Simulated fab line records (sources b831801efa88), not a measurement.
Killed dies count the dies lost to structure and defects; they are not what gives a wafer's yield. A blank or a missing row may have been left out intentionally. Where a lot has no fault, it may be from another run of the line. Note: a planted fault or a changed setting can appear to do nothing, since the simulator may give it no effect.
fab line records    flow sky130
[record] lots = 6  wafers = 18  last_day = 49
route steps=708 shown VT_ADJUST_LVTN@104
lots that met no fault: taken from a fault-free run of the same line
start_h: hours from the record's opening day to when the first of the lot's shown wafers began    wait_h: hours from the lot's prior step to this one    " unchanged from the row above    L1.1+2: a row that stands for several wafers    - no value, or no start was given    * or withheld: withheld    < > ~ a bound
route shown NAME@n: NAME is a module with steps in the file, n the number in the route of the first one    usual: the fault-free wafers' mean and standard deviation    same: alike in all rows    chamber/n: place in a boat    sites: the reading at each site    _std_site: the standard deviation of these    _edge_site: outer sites' mean less inner sites'    radius_mm: for every site, how far away it sits from the centre of the wafer    mask NAME#n: copy n    behind: the last tool/chamber to shape the wafer    hold: the reason the lot was held/the length of the hold in hours/how it ended    device: whichever transistor did not switch (one of n, p or np)    end of line: the route-end tests of the same wafers    for a step that has no rows: nothing shown but its recipe    killed: at the first sort, the dies lost to defects and structure; wafer yield is something else    map: a wafer's dies, marking killed ones x, the rest . and places with no die _
set.NAME: the setting the step ran with; set.NAME@STEP: the setting that earlier step ran with    model.NAME: the simulator's own value behind a step, which no gauge read
a table for each step, a row for each wafer; lots at some steps of the route
services: from which hour (start_h, from the record's first day; less than 0 if before it) a tool's chamber was out of use, for how many hours, and why
[[steps]]
[step SKY_VT_ADJUST_LVTN_OVL_MEAS_07]
[usual] VT_ADJUST_LVTN_OVL = 0.0/1.3
lot.wafer  tool        chamber  start_h  wait_h  VT_ADJUST_LVTN_OVL[nm]
L721.1     overlay-02  -        153.09   -       -1.0
L721.4     "           -        "        "       -1.0
L721.6     "           -        "        "       -1.5
L729.2     overlay-02  -        201.39   -       2.2
L729.4     "           -        "        "       2.8
L729.6     "           -        "        "       2.6
L730.2     overlay-01  -        205.70   -       1.4
L730.3     "           -        "        "       1.2
L730.5     "           -        "        "       1.7
L737.4     overlay-01  -        251.46   -       0.7
L737.5     "           -        "        "       0.0
L737.6     "           -        "        "       0.5
L739.4     overlay-02  -        261.82   -       -1.2
L739.5     "           -        "        "       -0.5
L739.6     "           -        "        "       0.2
L740.1     overlay-02  -        270.40   -       1.2
L740.5     "           -        "        "       1.3
L740.6     "           -        "        "       1.6
[step SKY_VT_ADJUST_LVTN_IMPLANT_08]
[recipe] species = B  energy_kev = 30  dose_cm2 = 1.57e+12  tilt_deg = withheld
[step SKY_VT_ADJUST_LVTN_STRIP_09]
[recipe] chemistry = O2/N2  power_w = 1400  pressure_mtorr = 1500  platen_temp_c = withheld  o2_flow_sccm = 3000  n2_flow_sccm = 300  overash_fraction = 0.5
[usual] drypump_motor_current_A = 5.7/0.44  oes_product_au = 0.722/0.0042  strip_time_to_endpoint_s = 36.92/0.086
lot.wafer  tool             chamber  start_h  wait_h  drypump_motor_current_A  oes_product_au  rf_hours_counter_h  strip_time_to_endpoint_s
L721.1     plasma_asher-02  1        153.28   0.1     6.4                      0.723           48                  36.82
L721.4     "                0        "        "       5.6                      0.723           -                   36.89
L721.6     "                1        "        "       6.4                      0.721           -                   36.84
L729.2     plasma_asher-03  0        201.57   0.1     5.3                      0.717           36                  36.86
L729.4     "                0        "        "       5.3                      0.722           -                   36.73
L729.6     "                1        "        "       5.2                      0.717           -                   36.81
L730.2     plasma_asher-01  0        205.88   0.1     6.1                      0.725           55                  36.80
L730.3     "                0        "        "       6.1                      0.727           -                   36.93
L730.5     "                1        "        "       5.9                      0.725           -                   36.85
L737.4     plasma_asher-03  1        251.66   0.1     5.2                      0.721           -                   36.89
L737.5     "                0        "        "       5.3                      0.721           -                   36.96
L737.6     "                1        "        "       5.2                      0.723           -                   36.89
L739.4     plasma_asher-01  1        262.02   0.1     5.9                      0.715           -                   36.84
L739.5     "                1        "        "       5.9                      0.720           -                   36.83
L739.6     "                0        "        "       6.1                      0.721           -                   36.97
L740.1     plasma_asher-02  0        270.58   0.1     5.6                      0.725           59                  36.96
L740.5     "                1        "        "       6.4                      0.720           -                   37.05
L740.6     "                0        "        "       5.6                      0.727           -                   37.02
[step SKY_VT_ADJUST_LVTN_TW_MEAS_10]
[usual] VT_ADJUST_LVTN_TW = 244.0/1.7
lot.wafer  tool           chamber  start_h  wait_h  VT_ADJUST_LVTN_TW
L721.1     film_metro-04  -        153.38   0.1     244.3
L721.4     "              -        "        "       243.8
L721.6     "              -        "        "       243.1
L729.2     film_metro-02  -        201.68   0.1     241.3
L729.4     "              -        "        "       241.0
L729.6     "              -        "        "       241.5
L730.2     film_metro-03  -        205.99   0.1     245.3
L730.3     "              -        "        "       246.1
L730.5     "              -        "        "       246.1
L737.4     film_metro-02  -        251.76   0.1     242.8
L737.5     "              -        "        "       241.7
L737.6     "              -        "        "       241.7
L739.4     film_metro-04  -        262.11   0.1     242.2
L739.5     "              -        "        "       243.5
L739.6     "              -        "        "       244.4
L740.1     film_metro-02  -        270.68   0.1     243.7
L740.5     "              -        "        "       243.3
L740.6     "              -        "        "       242.2
[step SKY_VT_ADJUST_LVTN_DEHYDRATE_11]
[recipe] temp_c = 200  time_s = 60
[step SKY_VT_ADJUST_LVTN_HMDS_12]
[recipe] prime_time_s = 60  prime_temp_c = 120
[step SKY_VT_ADJUST_LVTN_COAT_13]
[recipe] resist = NOVOLAK  spin_rpm = 3000  resist_thk_nm = 1140
[step SKY_VT_ADJUST_LVTN_SOFTBAKE_14]
[recipe] temp_c = 90  time_s = 60  resist = NOVOLAK
[step SKY_VT_ADJUST_LVTN_EXPOSE_15]
[recipe] mask_id = HVN_STD_DERIVED  na = 0.6  source_shape = conventional  sigma_outer = 0.6  polarization = unpolarized  target_cd_nm = 600  dose_mj = 163
[step SKY_VT_ADJUST_LVTN_PEB_16]
[recipe] temp_c = withheld  time_s = *  resist = NOVOLAK
[step SKY_VT_ADJUST_LVTN_DEVELOP_17]
[recipe] resist = NOVOLAK  developer = TMAH  develop_time_s = 60  dev_temp_c = 23
[step SKY_VT_ADJUST_LVTN_OVL_MEAS_18]
[usual] VT_ADJUST_LVTN_01_OVL = 0.8/1.3
lot.wafer  tool        chamber  start_h  wait_h  VT_ADJUST_LVTN_01_OVL[nm]
L721.1     overlay-01  -        173.40   0.1     -1.0
L721.4     "           -        "        "       -2.1
L721.6     "           -        "        "       -1.1
L729.2     overlay-02  -        222.81   0.1     1.1
L729.4     "           -        "        "       1.8
L729.6     "           -        "        "       2.8
L730.2     overlay-02  -        226.26   0.1     1.0
L730.3     "           -        "        "       0.4
L730.5     "           -        "        "       0.6
L737.4     overlay-02  -        275.57   0.1     0.9
L737.5     "           -        "        "       0.3
L737.6     "           -        "        "       -0.6
L739.4     overlay-01  -        285.12   0.1     1.3
L739.5     "           -        "        "       0.4
L739.6     "           -        "        "       0.8
L740.1     overlay-01  -        294.38   0.1     0.6
L740.5     "           -        "        "       -0.6
L740.6     "           -        "        "       1.2
[step SKY_VT_ADJUST_LVTN_IMPLANT_19]
[recipe] species = B  energy_kev = 30  dose_cm2 = 6.5e+11  tilt_deg = withheld
[usual] beam_energy_keV = 30.002/0.0084  beam_on_s = 9.99/0.21
lot.wafer  tool          chamber  start_h  wait_h  beam_energy_keV  beam_on_s
L721.1     implanter-03  0        173.44   0.0     29.998           10.06
L721.4     "             0        "        "       29.993           9.80
L721.6     "             0        "        "       30.002           10.51
L729.2     implanter-01  -        222.86   0.0     -                -
L729.4     "             -        "        "       -                -
L729.6     "             -        "        "       -                -
L730.2     implanter-01  -        226.31   0.0     -                -
L730.3     "             -        "        "       -                -
L730.5     "             -        "        "       -                -
L737.4     implanter-01  0        275.66   0.1     30.013           9.92
L737.5     "             0        "        "       30.004           10.18
L737.6     "             0        "        "       30.008           9.88
L739.4     implanter-01  0        285.21   0.1     30.005           9.91
L739.5     "             0        "        "       30.007           9.38
L739.6     "             0        "        "       30.011           10.20
L740.1     implanter-03  0        294.42   0.0     30.002           10.08
L740.5     "             0        "        "       29.996           9.99
L740.6     "             0        "        "       30.002           10.42
[step SKY_VT_ADJUST_LVTN_STRIP_20]
[recipe] chemistry = O2/N2  power_w = 1400  pressure_mtorr = 1500  platen_temp_c = withheld  o2_flow_sccm = 3000  n2_flow_sccm = 300  overash_fraction = 0.5
[usual] drypump_motor_current_A = 5.7/0.45  oes_product_au = 0.715/0.0047  strip_time_to_endpoint_s = 14.19/0.035
lot.wafer  tool             chamber  start_h  wait_h  drypump_motor_current_A  oes_product_au  rf_hours_counter_h  strip_time_to_endpoint_s
L721.1     plasma_asher-03  0        173.59   0.1     5.3                      0.716           33                  14.30
L721.4     "                1        "        "       5.2                      0.711           -                   14.26
L721.6     "                0        "        "       5.3                      0.719           -                   14.24
L729.2     plasma_asher-01  0        222.99   0.1     6.1                      0.712           57                  14.16
L729.4     "                1        "        "       5.9                      0.716           -                   14.15
L729.6     "                1        "        "       5.9                      0.709           -                   14.17
L730.2     plasma_asher-03  0        226.44   0.1     5.3                      0.703           39                  14.22
L730.3     "                0        "        "       5.3                      0.708           -                   14.22
L730.5     "                0        "        "       5.3                      0.712           -                   14.23
L737.4     plasma_asher-01  1        275.77   0.1     5.9                      0.722           -                   14.20
L737.5     "                1        "        "       5.9                      0.703           -                   14.19
L737.6     "                0        "        "       6.1                      0.714           -                   14.22
L739.4     plasma_asher-02  0        285.32   0.1     5.6                      0.713           -                   14.21
L739.5     "                0        "        "       5.6                      0.721           -                   14.25
L739.6     "                1        "        "       6.4                      0.707           -                   14.20
L740.1     plasma_asher-03  1        294.57   0.1     5.2                      0.706           46                  14.19
L740.5     "                0        "        "       5.3                      0.716           -                   14.20
L740.6     "                1        "        "       5.2                      0.728           -                   14.19
[step SKY_VT_ADJUST_LVTN_TW_MEAS_21]
[usual] VT_ADJUST_LVTN_2_TW = 189.3/1.5
lot.wafer  tool           chamber  start_h  wait_h  VT_ADJUST_LVTN_2_TW
L721.1     film_metro-04  -        173.69   0.1     189.9
L721.4     "              -        "        "       189.7
L721.6     "              -        "        "       190.0
L729.2     film_metro-04  -        223.10   0.1     30.3
L729.4     "              -        "        "       30.2
L729.6     "              -        "        "       30.4
L730.2     film_metro-02  -        226.55   0.1     30.1
L730.3     "              -        "        "       30.2
L730.5     "              -        "        "       30.4
L737.4     film_metro-03  -        275.86   0.1     192.0
L737.5     "              -        "        "       192.4
L737.6     "              -        "        "       191.9
L739.4     film_metro-03  -        285.41   0.1     191.4
L739.5     "              -        "        "       191.6
L739.6     "              -        "        "       192.3
L740.1     film_metro-04  -        294.67   0.1     187.7
L740.5     "              -        "        "       187.5
L740.6     "              -        "        "       188.0
[[services]]
tool          chamber  start_h  hours  kind
implanter-01  -        166.03   2.8    repair
implanter-01  -        185.57   4.3    pm
implanter-03  -        233.70   1.7    repair
implanter-01  -        253.56   2.3    repair
[[key]]
[first_sign] step = SKY_VT_ADJUST_LVTN_IMPLANT_19  reading = tool_record  direction = missing
[effect] step = SKY_VT_ADJUST_LVTN_TW_MEAS_21  reading = VT_ADJUST_LVTN_2_TW  direction = down  sigmas = 99+  usual = 189.3  struck = 30.3
met_at SKY_VT_ADJUST_LVTN_IMPLANT_19
struck_wafers L729.2,L729.4,L729.6,L730.2,L730.3,L730.5
later_rows_left_out L729.2,L729.4,L729.6,L730.2,L730.3,L730.5
sort_left_out L729.2,L729.4,L729.6,L730.2,L730.3,L730.5
tester_left_out L729,L730
[fault] kind = skipped_step_whole  tool = implanter-01  chamber = -  onset_h = 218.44  steps = SKY_VT_ADJUST_LVTN_IMPLANT_19  scope = struck_lots_only
// tester_left_out: of these lots the tester's yield and bins aren't shown, on N5 and GAA mostly nor the transistor test; their killed dies are dies lost to structure and defects alone, not to doping, threshold or leakage, so they don't give the yield
// sort_left_out: the simulated sort isn't trusted on such a fault, so these wafers' sort isn't shown, and their yield isn't known
// later_rows_left_out: the simulator's readings of these wafers behind a module that went badly wrong aren't trusted and aren't shown, but for the sort
